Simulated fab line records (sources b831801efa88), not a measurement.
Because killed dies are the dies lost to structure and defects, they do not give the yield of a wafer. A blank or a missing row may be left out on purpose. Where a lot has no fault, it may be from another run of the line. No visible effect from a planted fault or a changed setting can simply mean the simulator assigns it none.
What tool caused it? :: flow sky130 :: 34 wafers from 12 lots sampled at 5 of the route's 708 steps

WHAT EACH GAUGE READ, for each wafer
SKY_LOCAL_INTERCONNECT_THK_MEAS_02: measures by xrf. Usual: LOCAL_INTERCONNECT_TIN_THK typically reads 101.9 nm, with standard deviation 1.6.
lot: L771
measured: day 28 22:21
on: film_metro-04
LOCAL_INTERCONNECT_TIN_THK (nm): 102.8 101.2 102.5
flag: 

lot: L772
measured: day 29 13:04
on: film_metro-02
LOCAL_INTERCONNECT_TIN_THK (nm): 100.5 100.6 100.0
flag: 

lot: L773
measured: day 30 18:07
on: film_metro-03
LOCAL_INTERCONNECT_TIN_THK (nm): 100.9 101.7 101.7
flag: 

lot: L776
measured: day 31 08:13
on: film_metro-04
LOCAL_INTERCONNECT_TIN_THK (nm): 101.0 104.6 103.2
flag: 

lot: L777
measured: day 31 20:57
on: film_metro-04
LOCAL_INTERCONNECT_TIN_THK (nm): 104.8 102.9 100.9
flag: 

lot: L779
measured: day 32 05:36
on: film_metro-03
LOCAL_INTERCONNECT_TIN_THK (nm): 102.7 103.7 101.6
flag: 

lot: L778
measured: day 31 23:30
on: film_metro-03
LOCAL_INTERCONNECT_TIN_THK (nm): 103.0 101.7 103.5
flag: 

lot: L783
measured: day 33 03:13
on: film_metro-02
LOCAL_INTERCONNECT_TIN_THK (nm): 103.0 101.4
flag: 

lot: L785
measured: day 33 12:13
on: film_metro-02
LOCAL_INTERCONNECT_TIN_THK (nm): 101.5 101.2
flag: 

lot: L789
measured: day 34 14:31
on: film_metro-03
LOCAL_INTERCONNECT_TIN_THK (nm): 100.1 101.0 100.0
flag: 

lot: L791
measured: day 35 21:08
on: film_metro-03
LOCAL_INTERCONNECT_TIN_THK (nm): 100.3 102.3 101.8
flag: 

lot: L792
measured: day 35 22:08
on: film_metro-04
LOCAL_INTERCONNECT_TIN_THK (nm): 102.1 104.0 105.0
flag: 

SKY_CONTACT_THK_MEAS_01. Usual: CONTACT_CVD_00_THK typically reads 75.0 nm, with standard deviation 0.92.
lot: L771
measured: day 30 02:11
on: film_metro-01
CONTACT_CVD_00_THK (nm): 76.3 74.1 76.7
flag: 

lot: L772
measured: day 30 16:35
on: film_metro-04
CONTACT_CVD_00_THK (nm): 73.0 75.6 73.9
flag: 

lot: L773
measured: day 31 22:16
on: film_metro-02
CONTACT_CVD_00_THK (nm): 75.2 74.6 75.7
flag: 

lot: L776
measured: day 32 11:49
on: film_metro-04
CONTACT_CVD_00_THK (nm): 74.1 74.1 75.7
flag: 

lot: L777
measured: day 32 23:01
on: film_metro-02
CONTACT_CVD_00_THK (nm): 74.7 75.6 76.4
flag: 

lot: L779
measured: day 33 08:54
on: film_metro-02
CONTACT_CVD_00_THK (nm): 74.1 74.0 75.7
flag: 

lot: L778
measured: day 33 02:13
on: film_metro-02
CONTACT_CVD_00_THK (nm): 74.2 76.0 76.2
flag: 

lot: L783
measured: day 34 06:41
on: film_metro-04
CONTACT_CVD_00_THK (nm): 75.2 74.5
flag: 

lot: L785
measured: day 34 15:22
on: film_metro-04
CONTACT_CVD_00_THK (nm): 76.1 75.2
flag: 

lot: L789
measured: day 35 17:50
on: film_metro-04
CONTACT_CVD_00_THK (nm): 74.7 74.4 75.5
flag: 

lot: L791
measured: day 36 23:41
on: film_metro-01
CONTACT_CVD_00_THK (nm): 74.5 76.3 75.2
flag: 

lot: L792
measured: day 37 00:28
on: film_metro-02
CONTACT_CVD_00_THK (nm): 74.5 75.7 75.7
flag: 

EACH LOT AND THE TOOL THAT RAN IT (in order: tool; ch and the chambers of the sampled wafers; start)
lot: L771
SKY_FIELD_ISO_ETCH_15: rie_diel-02 ch 2,3, day 2 08:04
SKY_FIELD_ISO_STRIP_16: plasma_asher-02 ch 0,1, day 2 08:07
SKY_CONTACT_CVD_00: pecvd-03 ch 0,2, day 30 02:08

lot: L772
SKY_FIELD_ISO_ETCH_15: rie_diel-02 ch 1,2, day 2 11:56
SKY_FIELD_ISO_STRIP_16: plasma_asher-01 ch 0,1, day 2 12:00
SKY_CONTACT_CVD_00: pecvd-04 ch 0,1, day 30 16:32

lot: L773
SKY_FIELD_ISO_ETCH_15: rie_diel-03 ch 0,1,2, day 2 18:37
SKY_FIELD_ISO_STRIP_16: plasma_asher-02 ch 0,1, day 2 18:40
SKY_CONTACT_CVD_00: pecvd-02 ch 0,1, day 31 22:13

lot: L776
SKY_FIELD_ISO_ETCH_15: rie_diel-03 ch 1,3, day 3 11:41
SKY_FIELD_ISO_STRIP_16: plasma_asher-02 ch 0,1, day 3 11:44
SKY_CONTACT_CVD_00: pecvd-03 ch 0,2, day 32 11:46

lot: L777
SKY_FIELD_ISO_ETCH_15: rie_diel-04 ch 0,2,3, day 3 18:52
SKY_FIELD_ISO_STRIP_16: plasma_asher-01 ch 0,1, day 3 18:55
SKY_CONTACT_CVD_00: pecvd-02 ch 0,2, day 32 22:59

lot: L779
SKY_FIELD_ISO_ETCH_15: rie_diel-03 ch 0,2,3, day 3 23:44
SKY_FIELD_ISO_STRIP_16: plasma_asher-02 ch 0,1, day 3 23:47
SKY_CONTACT_CVD_00: pecvd-04 ch 0,1,2, day 33 08:52

lot: L778
SKY_FIELD_ISO_ETCH_15: rie_diel-04 ch 0,1, day 4 00:05
SKY_FIELD_ISO_STRIP_16: plasma_asher-03 ch 0,1, day 4 00:08
SKY_CONTACT_CVD_00: pecvd-03 ch 0,1,2, day 33 02:10

lot: L783
SKY_FIELD_ISO_ETCH_15: rie_diel-03 ch 0,3, day 4 19:59
SKY_FIELD_ISO_STRIP_16: plasma_asher-02 ch 0,1, day 4 20:02
SKY_CONTACT_CVD_00: pecvd-02 ch 0,2, day 34 06:38

lot: L785
SKY_FIELD_ISO_ETCH_15: rie_diel-03 ch 2, day 5 04:38
SKY_FIELD_ISO_STRIP_16: plasma_asher-01 ch 0,1, day 5 04:44
SKY_CONTACT_CVD_00: pecvd-02 ch 2, day 34 15:18

lot: L789
SKY_FIELD_ISO_ETCH_15: rie_diel-02 ch 1,2, day 6 02:26
SKY_FIELD_ISO_STRIP_16: plasma_asher-02 ch 0,1, day 6 02:29
SKY_CONTACT_CVD_00: pecvd-04 ch 0,1,2, day 35 17:47

lot: L791
SKY_FIELD_ISO_ETCH_15: rie_diel-02 ch 0,3, day 6 12:53
SKY_FIELD_ISO_STRIP_16: plasma_asher-03 ch 0,1, day 6 12:56
SKY_CONTACT_CVD_00: pecvd-02 ch 0,2, day 36 23:38

lot: L792
SKY_FIELD_ISO_ETCH_15: rie_diel-04 ch 1,2,3, day 6 18:28
SKY_FIELD_ISO_STRIP_16: plasma_asher-03 ch 0,1, day 6 18:32
SKY_CONTACT_CVD_00: pecvd-03 ch 1,2, day 37 00:26
- SKY_FIELD_ISO_ETCH_15: etches the open film in CHF3/O2, stops on Si, target depth 180 nm, time 72 s.
- SKY_FIELD_ISO_STRIP_16: strips in O2/N2.
- SKY_CONTACT_CVD_00: deposits Si3N4, target thk 75 nm.

WHAT THE TOOLS THEMSELVES READ (means of the sampled wafers that have a number; where no wafer has one, the mark that the record gives instead)
SKY_FIELD_ISO_ETCH_15. Usual: O2_flow_sccm 5.000 sccm, standard deviation 0.015; chf3_flow_sccm 49.98 sccm, standard deviation 0.15; drypump_motor_current_A 5.7 A, standard deviation 0.39; oes_product_au 0.945 a.u., standard deviation 0.0078; throttle_valve_pct 8.844 %, standard deviation 0.0092.
lot: L771
tool: rie_diel-02
O2_flow_sccm (sccm): 5.002
chf3_flow_sccm (sccm): 49.92
drypump_motor_current_A (A): 5.3
oes_product_au (a.u.): 0.945
throttle_valve_pct (%): 8.842
flag: 

lot: L772
tool: rie_diel-02
O2_flow_sccm (sccm): 4.997
chf3_flow_sccm (sccm): 49.84
drypump_motor_current_A (A): 5.6
oes_product_au (a.u.): 0.955
throttle_valve_pct (%): 8.847
flag: 

lot: L773
tool: rie_diel-03
O2_flow_sccm (sccm): 5.001
chf3_flow_sccm (sccm): 49.97
drypump_motor_current_A (A): 6.0
oes_product_au (a.u.): 0.949
throttle_valve_pct (%): 8.853
flag: 

lot: L776
tool: rie_diel-03
O2_flow_sccm (sccm): 5.009
chf3_flow_sccm (sccm): 49.90
drypump_motor_current_A (A): 6.0
oes_product_au (a.u.): 0.940
throttle_valve_pct (%): 8.843
flag: 

lot: L777
tool: rie_diel-04
O2_flow_sccm (sccm): 5.006
chf3_flow_sccm (sccm): 49.92
drypump_motor_current_A (A): 5.7
oes_product_au (a.u.): 0.937
throttle_valve_pct (%): 8.836
flag: 

lot: L779
tool: rie_diel-03
O2_flow_sccm (sccm): 5.003
chf3_flow_sccm (sccm): 49.99
drypump_motor_current_A (A): 5.9
oes_product_au (a.u.): 0.943
throttle_valve_pct (%): 8.855
flag: 

lot: L778
tool: rie_diel-04
O2_flow_sccm (sccm): 5.000
chf3_flow_sccm (sccm): 50.14
drypump_motor_current_A (A): 5.4
oes_product_au (a.u.): 0.938
throttle_valve_pct (%): 8.836
flag: 

lot: L783
tool: rie_diel-03
O2_flow_sccm (sccm): 4.989
chf3_flow_sccm (sccm): 49.92
drypump_motor_current_A (A): 5.8
oes_product_au (a.u.): 0.948
throttle_valve_pct (%): 8.851
flag: 

lot: L785
tool: rie_diel-03
O2_flow_sccm (sccm): 4.990
chf3_flow_sccm (sccm): 50.09
drypump_motor_current_A (A): 6.0
oes_product_au (a.u.): 0.958
throttle_valve_pct (%): 8.841
flag: 

lot: L789
tool: rie_diel-02
O2_flow_sccm (sccm): 5.002
chf3_flow_sccm (sccm): 50.00
drypump_motor_current_A (A): 5.4
oes_product_au (a.u.): 0.944
throttle_valve_pct (%): 8.839
flag: 

lot: L791
tool: rie_diel-02
O2_flow_sccm (sccm): 5.008
chf3_flow_sccm (sccm): 50.01
drypump_motor_current_A (A): 5.1
oes_product_au (a.u.): 0.948
throttle_valve_pct (%): 8.846
flag: 

lot: L792
tool: rie_diel-04
O2_flow_sccm (sccm): 4.992
chf3_flow_sccm (sccm): 49.93
drypump_motor_current_A (A): 5.7
oes_product_au (a.u.): 0.947
throttle_valve_pct (%): 8.842
flag: 

SKY_FIELD_ISO_STRIP_16. Usual: drypump_motor_current_A 5.77 A, standard deviation 0.24; oes_product_au 0.377 a.u., standard deviation 0.0049; strip_time_to_endpoint_s 3.54 s, standard deviation 0.045.
lot: L771
tool: plasma_asher-02
drypump_motor_current_A (A): 5.67
oes_product_au (a.u.): 0.374
strip_time_to_endpoint_s (s): 3.53
flag: 

lot: L772
tool: plasma_asher-01
drypump_motor_current_A (A): 5.54
oes_product_au (a.u.): 0.376
strip_time_to_endpoint_s (s): 3.53
flag: 

lot: L773
tool: plasma_asher-02
drypump_motor_current_A (A): 5.67
oes_product_au (a.u.): 0.375
strip_time_to_endpoint_s (s): 3.49
flag: 

lot: L776
tool: plasma_asher-02
drypump_motor_current_A (A): 5.67
oes_product_au (a.u.): 0.374
strip_time_to_endpoint_s (s): 3.55
flag: 

lot: L777
tool: plasma_asher-01
drypump_motor_current_A (A): 5.56
oes_product_au (a.u.): 0.377
strip_time_to_endpoint_s (s): 3.51
flag: 

lot: L779
tool: plasma_asher-02
drypump_motor_current_A (A): 5.66
oes_product_au (a.u.): 0.379
strip_time_to_endpoint_s (s): 3.57
flag: 

lot: L778
tool: plasma_asher-03
drypump_motor_current_A (A): 5.89
oes_product_au (a.u.): 0.376
strip_time_to_endpoint_s (s): 3.52
flag: 

lot: L783
tool: plasma_asher-02
drypump_motor_current_A (A): 5.65
oes_product_au (a.u.): 0.364
strip_time_to_endpoint_s (s): 3.24
flag: OFF

lot: L785
tool: plasma_asher-01
drypump_motor_current_A (A): 5.64
oes_product_au (a.u.): 0.368
strip_time_to_endpoint_s (s): 3.26
flag: OFF

lot: L789
tool: plasma_asher-02
drypump_motor_current_A (A): 5.65
oes_product_au (a.u.): 0.378
strip_time_to_endpoint_s (s): 3.56
flag: 

lot: L791
tool: plasma_asher-03
drypump_motor_current_A (A): 6.01
oes_product_au (a.u.): 0.383
strip_time_to_endpoint_s (s): 3.60
flag: 

lot: L792
tool: plasma_asher-03
drypump_motor_current_A (A): 6.01
oes_product_au (a.u.): 0.374
strip_time_to_endpoint_s (s): 3.49
flag: 

SKY_CONTACT_CVD_00. Usual: heater_power_w 737 W, standard deviation 76.
lot: L771
tool: pecvd-03
heater_power_w (W): 793
flag: 

lot: L772
tool: pecvd-04
heater_power_w (W): 777
flag: 

lot: L773
tool: pecvd-02
heater_power_w (W): 641
flag: 

lot: L776
tool: pecvd-03
heater_power_w (W): 753
flag: 

lot: L777
tool: pecvd-02
heater_power_w (W): 688
flag: 

lot: L779
tool: pecvd-04
heater_power_w (W): 809
flag: 

lot: L778
tool: pecvd-03
heater_power_w (W): 680
flag: 

lot: L783
tool: pecvd-02
heater_power_w (W): 672
flag: 

lot: L785
tool: pecvd-02
heater_power_w (W): 680
flag: 

lot: L789
tool: pecvd-04
heater_power_w (W): 759
flag: 

lot: L791
tool: pecvd-02
heater_power_w (W): 672
flag: 

lot: L792
tool: pecvd-03
heater_power_w (W): 738
flag: 

THE ANSWER, worked out from the rows above alone
Rule: a lot counts as off when the mean over its wafers that have a number is more than 3 standard deviations away from the usual mean. A lot without any number at a reading at which 4 lots or more have one is off too. Where the step has rows for the other lots, those lots are counted as sound. After the gauges, taken in route order, come the tools' own readings; for these a lot's mean is taken, as printed above. The first step at which some lot is off is used, and at that step the reading that is off furthest; a lot without a number counts as furthest.
Off at SKY_FIELD_ISO_STRIP_16 (strip_time_to_endpoint_s): L783, L785.
A tool fits if, at that step or a process step before it, it ran every lot that is off, and no sound lot after the first of them. One fits: SKY_FIELD_ISO_ETCH_15 on rie_diel-03. A fault onset in the window from L779 (day 3 23:44, its last sound lot) to L783 (day 4 19:59, its first lot off) fits.

WHAT THE SIMULATOR PUT IN
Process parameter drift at SKY_FIELD_ISO_ETCH_15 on rie_diel-03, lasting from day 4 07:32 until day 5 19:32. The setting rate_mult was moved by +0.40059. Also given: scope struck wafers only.
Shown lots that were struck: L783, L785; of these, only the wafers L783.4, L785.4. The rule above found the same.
